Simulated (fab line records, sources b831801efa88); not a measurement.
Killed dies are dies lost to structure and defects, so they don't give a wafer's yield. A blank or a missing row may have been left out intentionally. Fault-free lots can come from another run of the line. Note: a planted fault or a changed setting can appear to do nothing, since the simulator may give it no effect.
fab line records	flow sky130
record: lots: 14	wafers: 39	last_day: 50
route steps=708 shown FIELD_ISO@16 PWDE@52
lots with no fault: from the same line, run without faults
start_h: start of the lot's first displayed wafer, in hours after the record's first day	wait_h: hours since the lot's step before	" the same as in the row above	L1.1+2: a row that stands for several wafers	- no value, or no start given	* or withheld: withheld	< > ~ a bound
route shown NAME@n: NAME is a module with steps in the file, n the number in the route of the first one	usual: the fault-free wafers' mean and standard deviation	same: alike in all rows	chamber/n: place in a boat	sites: readings site by site	_std_site: the values' standard deviation	_edge_site: outer sites' mean less inner sites'	radius_mm: for every site, how far away it sits from the centre of the wafer	mask NAME#n: copy n	behind: the last tool/chamber to shape the wafer	hold: the reason the lot was held/the length of the hold in hours/how it ended	device: names the non-switching transistor (n, p or np)	end of line: at the end of the route, the tests of the same wafers	where a step has no rows: the recipe by itself	killed: dies that structure and defects cost at the first sort, which is not the same as the wafer's yield	map: shows each die of a wafer: x if killed, . if not, _ if none is there
set.NAME: the run value of the setting; set.NAME@STEP: its run value at that earlier step	model.NAME: the simulator's own value behind a step, which no gauge read
a sample of lots followed through the steps of the route, with each step as a table and each wafer as a row
services: the hour from which a tool's chamber was out of use, counted from the record's first day as start_h (under 0 if before that day), plus the number of hours and why
== steps ==
step: SKY_FIELD_ISO_ETCH_15
recipe: chemistry: CHF3/O2	target_depth_nm: 180	stop_on: Si	source_w: 600	bias_w: 200	pressure_mtorr: 40	chf3_flow_sccm: 50	O2_flow_sccm: 5	time_s: 72
usual: bias_w: 200.1/0.61	drypump_motor_current_A: 5.9/0.44	oes_product_au: 0.944/0.0075	run_length_s: 100.3/0.49	throttle_valve_pct: 8.844/0.0087
lot.wafer	tool	chamber	start_h	wait_h	bias_w	drypump_motor_current_A	oes_product_au	rf_hours_counter_h	run_length_s	throttle_valve_pct
L904.1	rie_diel-02	2	28.56	0.0	200.3	5.9	0.943	86	100.5	8.841
L904.5	"	3	"	"	199.9	5.2	0.949	-	99.4	8.842
L904.6	"	2	"	"	200.0	5.8	0.941	-	100.2	8.842
L905.2	rie_diel-02	0	33.62	0.0	199.6	5.7	0.949	16	101.3	8.852
L905.4	"	1	"	"	199.5	6.2	0.942	13	100.8	8.848
L905.6	"	3	"	"	201.0	5.2	0.944	-	100.0	8.842
L906.1	rie_diel-02	1	39.31	0.0	199.8	6.2	0.959	13	100.4	8.847
L906.4	"	2	"	"	200.5	5.9	0.949	86	100.0	8.842
L906.6	"	2	"	"	201.1	5.9	0.951	-	99.7	8.844
L907.2	rie_diel-01	3	44.51	0.0	199.9	6.7	0.936	48	100.1	8.832
L907.5	"	3	"	"	199.7	6.6	0.948	-	100.6	8.834
L907.6	"	0	"	"	200.5	6.1	0.948	-	99.6	8.841
L908.1	rie_diel-04	1	51.91	0.0	200.8	5.7	0.953	73	100.6	8.842
L908.2	"	2	"	"	199.2	5.2	0.943	72	100.4	8.855
L908.6	"	0	"	"	199.4	6.0	0.947	-	99.9	8.857
L910.3	rie_diel-04	2	62.16	0.0	200.9	5.2	0.946	72	100.6	8.841
L910.4	"	3	"	"	199.7	6.3	0.949	0	101.1	8.854
L910.5	"	1	"	"	200.2	5.7	0.944	-	100.5	8.845
L912.1	rie_diel-01	1	69.56	0.0	199.9	6.4	0.953	42	99.9	8.856
L912.2	"	2	"	"	199.6	6.2	0.939	93	100.2	8.857
L913.2	rie_diel-01	1	74.91	0.0	202.2	6.3	0.955	42	100.4	8.854
L913.5	"	3	"	"	200.2	6.6	0.940	-	100.6	8.855
L914.1	rie_diel-02	1	81.66	0.0	200.1	6.2	0.950	14	100.6	8.846
L914.3	"	3	"	"	200.3	5.2	0.941	26	99.3	8.847
L921.4	rie_diel-04	3	120.05	0.0	201.1	6.3	0.937	1	100.6	8.846
L921.5	"	3	"	"	200.0	6.3	0.933	-	101.0	8.837
L921.6	"	2	"	"	199.7	5.2	0.932	-	100.8	8.848
L923.2	rie_diel-02	3	129.32	0.0	200.9	5.2	0.950	26	99.4	8.857
L923.3	"	0	"	"	199.9	5.7	0.946	18	100.6	8.841
L923.6	"	0	"	"	200.1	5.7	0.931	-	100.8	8.862
L925.1	rie_diel-04	3	139.45	0.0	199.1	6.3	0.948	2	101.0	8.841
L925.3	"	2	"	"	200.2	5.2	0.948	74	100.4	8.834
L925.5	"	2	"	"	199.3	5.2	0.943	-	100.2	8.855
L926.2	rie_diel-01	0	143.57	0.0	200.5	6.1	0.940	66	99.8	8.858
L926.3	"	3	"	"	200.3	6.7	0.938	50	100.4	8.846
L926.5	"	0	"	"	200.3	6.1	0.941	-	99.6	8.847
L927.2	rie_diel-01	1	147.41	0.0	201.3	6.3	0.947	43	100.1	8.845
L927.4	"	3	"	"	199.2	6.7	0.955	50	100.6	8.828
L927.5	"	2	"	"	199.5	6.2	0.942	-	100.4	8.843
step: SKY_FIELD_ISO_ETCH_17
recipe: target_depth_a: 3420	mask_material: Si3N4	chemistry: HBr/Cl2/O2	target: Si	taper_deg: 5	icp_w: 600	bias_w: 150	pressure_mtorr: 15	HBr_flow_sccm: 150	Cl2_flow_sccm: 40	O2_flow_sccm: 6	time_s: 97.7
usual: bias_w: 150.1/0.48	drypump_motor_current_A: 5.7/0.31	oes_product_au: 0.999/0.0074	run_length_s: 126.2/0.45	throttle_valve_pct: 25.657/0.0092
lot.wafer	tool	chamber	start_h	wait_h	bias_w	drypump_motor_current_A	oes_product_au	rf_hours_counter_h	run_length_s	throttle_valve_pct
L904.1	rie_si-02	3	28.71	0.1	148.4	5.1	0.991	3	126.3	25.667
L904.5	"	3	"	"	150.5	5.2	0.987	-	126.8	25.663
L904.6	"	2	"	"	150.2	6.3	1.015	-	126.3	25.648
L905.2	rie_si-02	1	33.78	0.1	149.6	5.8	1.005	141	125.8	25.663
L905.4	"	2	"	"	150.2	6.3	1.008	105	125.5	25.657
L905.6	"	2	"	"	150.5	6.3	1.013	-	125.6	25.652
L906.1	rie_si-02	1	39.46	0.1	150.1	5.8	1.001	141	126.0	25.664
L906.4	"	0	"	"	150.5	5.9	1.004	60	126.0	25.655
L906.6	"	1	"	"	150.0	5.8	1.004	-	125.9	25.663
L907.2	rie_si-01	2	44.67	0.1	149.9	5.7	0.987	116	125.7	25.672
L907.5	"	3	"	"	150.5	5.8	0.992	-	126.7	25.645
L907.6	"	2	"	"	149.6	5.7	0.996	-	126.0	25.652
L908.1	rie_si-01	3	52.07	0.1	150.2	5.7	1.001	118	126.9	25.664
L908.2	"	0	"	"	149.6	5.5	0.992	156	126.1	25.654
L908.6	"	2	"	"	150.6	5.7	0.994	-	125.9	25.667
L910.3	rie_si-02	0	62.32	0.0	149.6	5.9	1.000	60	125.8	25.664
L910.4	"	2	"	"	150.0	6.3	1.009	106	126.0	25.648
L910.5	"	2	"	"	149.2	6.3	1.006	-	125.7	25.645
L912.1	rie_si-01	1	69.72	0.1	-	5.7	0.999	2	90.6	25.655
L912.2	"	2	"	"	150.0	5.7	1.004	116	126.0	25.649
L913.2	rie_si-01	1	75.07	0.1	149.9	5.6	1.006	2	125.9	25.659
L913.5	"	3	"	"	-	5.8	0.995	-	91.4	25.663
L914.1	rie_si-01	3	81.81	0.1	-	5.7	0.995	118	91.6	25.647
L914.3	"	0	"	"	149.8	5.5	0.993	0	125.8	25.651
L921.4	rie_si-02	3	120.25	0.1	149.7	5.1	0.986	-	126.6	25.678
L921.5	"	2	"	"	150.7	6.3	1.006	-	125.5	25.676
L921.6	"	0	"	"	149.4	5.9	1.000	-	125.9	25.649
L923.2	rie_si-02	3	129.48	0.1	150.3	5.2	0.991	4	126.7	25.660
L923.3	"	0	"	"	149.5	5.9	0.985	61	125.7	25.649
L923.6	"	0	"	"	149.8	5.9	0.992	-	125.7	25.655
L925.1	rie_si-01	0	139.61	0.1	150.7	5.5	1.004	1	126.1	25.650
L925.3	"	1	"	"	150.1	5.6	1.017	3	125.9	25.631
L925.5	"	3	"	"	149.7	5.7	1.008	-	126.7	25.655
L926.2	rie_si-02	1	143.73	0.1	150.4	5.9	0.993	0	125.8	25.646
L926.3	"	0	"	"	150.1	5.9	0.998	61	126.2	25.678
L926.5	"	0	"	"	149.7	5.9	0.997	-	126.3	25.662
L927.2	rie_si-01	3	147.57	0.1	150.2	5.8	0.997	119	126.8	25.648
L927.4	"	2	"	"	149.7	5.7	1.008	116	125.8	25.651
L927.5	"	3	"	"	150.5	5.8	1.002	-	127.2	25.637
step: SKY_FIELD_ISO_THK_MEAS_23
recipe: reads: SiO2_of_FIELD_ISO_OXIDATION_22
usual: FIELD_ISO_OXIDATION_01_THK: 9.87/0.21
lot.wafer	tool	chamber	start_h	wait_h	FIELD_ISO_OXIDATION_01_THK[nm]
L904.1	film_metro-01	-	30.95	0.0	9.72
L904.5	"	-	"	"	9.73
L904.6	"	-	"	"	9.66
L905.2	film_metro-01	-	35.31	0.0	10.13
L905.4	"	-	"	"	10.09
L905.6	"	-	"	"	10.13
L906.1	film_metro-01	-	41.73	0.0	10.10
L906.4	"	-	"	"	9.98
L906.6	"	-	"	"	10.14
L907.2	film_metro-01	-	47.29	0.0	9.74
L907.5	"	-	"	"	9.81
L907.6	"	-	"	"	9.86
L908.1	film_metro-02	-	53.58	0.0	9.89
L908.2	"	-	"	"	9.77
L908.6	"	-	"	"	9.95
L910.3	film_metro-01	-	63.85	0.0	9.66
L910.4	"	-	"	"	9.81
L910.5	"	-	"	"	9.71
L912.1	film_metro-02	-	71.23	0.0	9.83
L912.2	"	-	"	"	9.75
L913.2	film_metro-01	-	78.28	0.0	10.00
L913.5	"	-	"	"	9.78
L914.1	film_metro-01	-	83.90	0.0	10.05
L914.3	"	-	"	"	10.11
L921.4	film_metro-02	-	121.76	0.0	9.60
L921.5	"	-	"	"	9.63
L921.6	"	-	"	"	9.79
L923.2	film_metro-01	-	131.01	0.0	10.22
L923.3	"	-	"	"	10.21
L923.6	"	-	"	"	10.15
L925.1	film_metro-01	-	141.18	0.0	9.52
L925.3	"	-	"	"	9.64
L925.5	"	-	"	"	9.60
L926.2	film_metro-02	-	147.97	0.0	9.82
L926.3	"	-	"	"	9.92
L926.5	"	-	"	"	9.84
L927.2	film_metro-01	-	150.08	0.0	9.87
L927.4	"	-	"	"	10.07
L927.5	"	-	"	"	10.26
step: SKY_PWDE_OVL_MEAS_07
usual: PWDE_OVL: -1.4/1.4
lot.wafer	tool	chamber	start_h	wait_h	PWDE_OVL[nm]
L904.1	overlay-01	-	66.90	-	-0.6
L904.5	"	-	"	"	0.0
L904.6	"	-	"	"	1.0
L905.2	overlay-01	-	71.86	-	0.6
L905.4	"	-	"	"	-1.2
L905.6	"	-	"	"	-0.7
L906.1	overlay-01	-	78.95	-	-3.5
L906.4	"	-	"	"	-3.3
L906.6	"	-	"	"	-3.9
L907.2	overlay-02	-	85.90	-	0.0
L907.5	"	-	"	"	-0.3
L907.6	"	-	"	"	-1.6
L908.1	overlay-01	-	91.85	-	-0.6
L908.2	"	-	"	"	-1.0
L908.6	"	-	"	"	1.7
L910.3	overlay-01	-	101.86	-	-1.7
L910.4	"	-	"	"	0.0
L910.5	"	-	"	"	-1.2
L912.1	overlay-02	-	111.84	-	-1.0
L912.2	"	-	"	"	-1.4
L913.2	overlay-01	-	118.00	-	-0.4
L913.5	"	-	"	"	-2.0
L914.1	overlay-02	-	122.89	-	-0.8
L914.3	"	-	"	"	-2.0
L921.4	overlay-02	-	163.97	-	-0.1
L921.5	"	-	"	"	1.8
L921.6	"	-	"	"	0.4
L923.2	overlay-01	-	174.90	-	-3.1
L923.3	"	-	"	"	-1.1
L923.6	"	-	"	"	-2.7
L925.1	overlay-02	-	189.05	-	-0.6
L925.3	"	-	"	"	1.4
L925.5	"	-	"	"	1.3
L926.2	overlay-01	-	196.10	-	-3.0
L926.3	"	-	"	"	-2.1
L926.5	"	-	"	"	-0.8
L927.2	overlay-01	-	199.35	-	-1.6
L927.4	"	-	"	"	-1.8
L927.5	"	-	"	"	-3.1
== services ==
tool	chamber	start_h	hours	kind
rie_diel-02	3	18.67	1.4	repair
rie_diel-04	3	38.28	-	clean
rie_diel-04	3	38.28	18.6	scheduled_down
rie_diel-04	3	38.28	18.6	vent_cycle
rie_si-01	0	53.63	-	clean
rie_si-01	0	53.63	20.0	scheduled_down
rie_si-01	0	53.63	20.0	vent_cycle
rie_diel-04	3	79.45	1.9	repair
rie_diel-01	0	85.71	10.6	repair
rie_diel-01	-	86.89	2.8	pm
rie_diel-02	3	111.56	14.3	repair
rie_diel-01	0	111.94	5.3	repair
rie_si-02	1	116.34	-	clean
rie_si-02	1	116.34	25.9	scheduled_down
rie_si-02	1	116.34	25.9	vent_cycle
rie_si-02	-	120.72	1.0	repair
rie_si-01	1	132.93	1.6	repair
rie_diel-04	0	135.87	7.5	repair
rie_si-01	-	141.50	2.8	pm
== key ==
first_sign: step: SKY_FIELD_ISO_ETCH_17	reading: run_length_s	direction: down	sigmas: 78	usual: *	struck: *
effect none on later readings
met_at SKY_FIELD_ISO_ETCH_17
struck_lots L912,L913,L914
struck_wafers L912.1,L913.5,L914.1
sort_left_out L913.5
tester_left_out L912,L913,L914
not_acting_at SKY_FIELD_ISO_ETCH_15,SKY_FIELD_ISO_THK_MEAS_23,SKY_PWDE_OVL_MEAS_07
onset_between 52.07 69.72
fault: kind: process_parameter_drift	tool: rie_si-01	chamber: -	onset_h: 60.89	steps: SKY_FIELD_ISO_ETCH_17	channel: time_s	offset: *	shape: step	end_h: 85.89	scope: struck_wafers_only	acts_in: *	stated: *
tester_left_out: of these lots the tester's yield and bins aren't shown, on N5 and GAA mostly nor the transistor test; their killed dies are dies lost to structure and defects alone, not to doping, threshold or leakage, so they don't give the yield
sort_left_out: the simulated sort isn't trusted on such a fault, so these wafers' sort isn't shown, and their yield isn't known
